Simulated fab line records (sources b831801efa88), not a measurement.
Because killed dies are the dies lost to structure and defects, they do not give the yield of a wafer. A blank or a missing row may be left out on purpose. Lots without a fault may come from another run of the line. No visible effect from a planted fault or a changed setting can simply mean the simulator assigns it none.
A lot that was struck, set against a sound lot ; flow sky130 ; 14 out of 708 route steps
Sound: the wafers L481.3, L481.5, L481.6. Wafers struck: L486.2, L486.3, L486.4. Last of all comes the cause.
For every step that has rows: the tool of each side, followed by ch and its chambers, followed by its first start. Under that, the readings that differ: sound wafers ; struck wafers ; difference of the means ; sigmas: that difference in standard deviations of wafers without a fault.
alike: a reading whose means differ by less than 2 such deviations, as well as words and numbers matching on both sides. not compared: withheld readings; readings where some wafer has no value; bounds like >300 that might hide an equal value; numbers whose values overlap and for which the record gives no deviation.
A row with sigmas, a row that says differs or no value, or rows on one side alone: a step with any of these is where the two part. Numbers that don't overlap but have no deviation are shown without sigmas and don't part them. A reading that every wafer of one side lacks parts them only if that side has two wafers or more.

first, 4 steps without rows for these wafers: SKY_METAL5_SOFTBAKE_10 (time 60 s); SKY_METAL5_EXPOSE_11 (exposes mask MM5, target cd 1600 nm); SKY_METAL5_PEB_12; SKY_METAL5_DEVELOP_13 (develop time 60 s).
SKY_METAL5_DESCUM_14: chemistry O2, time 11 s.
  sound on rie-metal-04 ch 0,1, day 45 16:38; struck on rie-metal-02 ch 0,1, day 46 07:07
  alike: drypump-motor-current-A, oes-product-au
  not compared: rf-hours-counter-h
SKY_METAL5_METAL_ETCH_15: etches the open film in Cl2/BCl3, stops on SiO2, target depth 1260 nm, time 252 s.
  sound on rie-metal-04 ch 0,1, day 45 16:44; struck on rie-metal-02 ch 0,1, day 46 07:10
  alike: bcl3-flow-sccm, drypump-motor-current-A, oes-product-au, throttle-valve-pct
  not compared: rf-hours-counter-h
SKY_METAL5_STRIP_16: strips in O2/N2.
  sound on plasma-asher-03 ch 0,1, day 45 16:55; struck on plasma-asher-04 ch 0,1, day 46 07:23
  alike: drypump-motor-current-A, n2-flow-sccm, oes-product-au, strip-time-to-endpoint-s
  not compared: rf-hours-counter-h
then, 3 steps without rows for these wafers: SKY_METAL5_STRIP_17 (strips in post etch residue remover, time 1200 s); SKY_METAL5_CLEAN_18 (cleans in IPA, time 180 s); SKY_METAL5_CLEAN_19 (cleans in O3/DIW).
SKY_PASSIVATION_CVD_00: deposits SiO2, target thk 90 nm.
  sound on pecvd-03 ch 0,2, day 45 17:31; struck on pecvd-01 ch 0,2, day 46 08:21
  alike: heater-power-outer-w, heater-power-w
SKY_PASSIVATION_THK_MEAS_01:
  sound on film-metro-02, day 45 17:34; struck on film-metro-03, day 46 08:23
reading;sound;struck;difference;sigmas
PASSIVATION_CVD_00_THK (nm);90.6 91.3 91.4;87.4 87.6 88.2;-3.4;-3
SKY_PASSIVATION_CVD_02: deposits Si3N4, target thk 540 nm.
  sound on pecvd-04 ch 0,1,2, day 45 17:36; struck on pecvd-04 ch 0,1,2, day 46 08:26
  no value came back on the struck wafers for heater-power-outer-w (W), heater-power-w (W); on the sound wafers heater-power-outer-w (W) reads 517 568 373
SKY_PAD_OPEN_PROBE_99:
  sound wafers here have rows in the record (prober-02, day 47 13:40); struck ones have none

WHERE THEY PART
Earliest at SKY_PASSIVATION_THK_MEAS_01; latest, in this record, at SKY_PAD_OPEN_PROBE_99.

WHY: what had been put in by the simulator
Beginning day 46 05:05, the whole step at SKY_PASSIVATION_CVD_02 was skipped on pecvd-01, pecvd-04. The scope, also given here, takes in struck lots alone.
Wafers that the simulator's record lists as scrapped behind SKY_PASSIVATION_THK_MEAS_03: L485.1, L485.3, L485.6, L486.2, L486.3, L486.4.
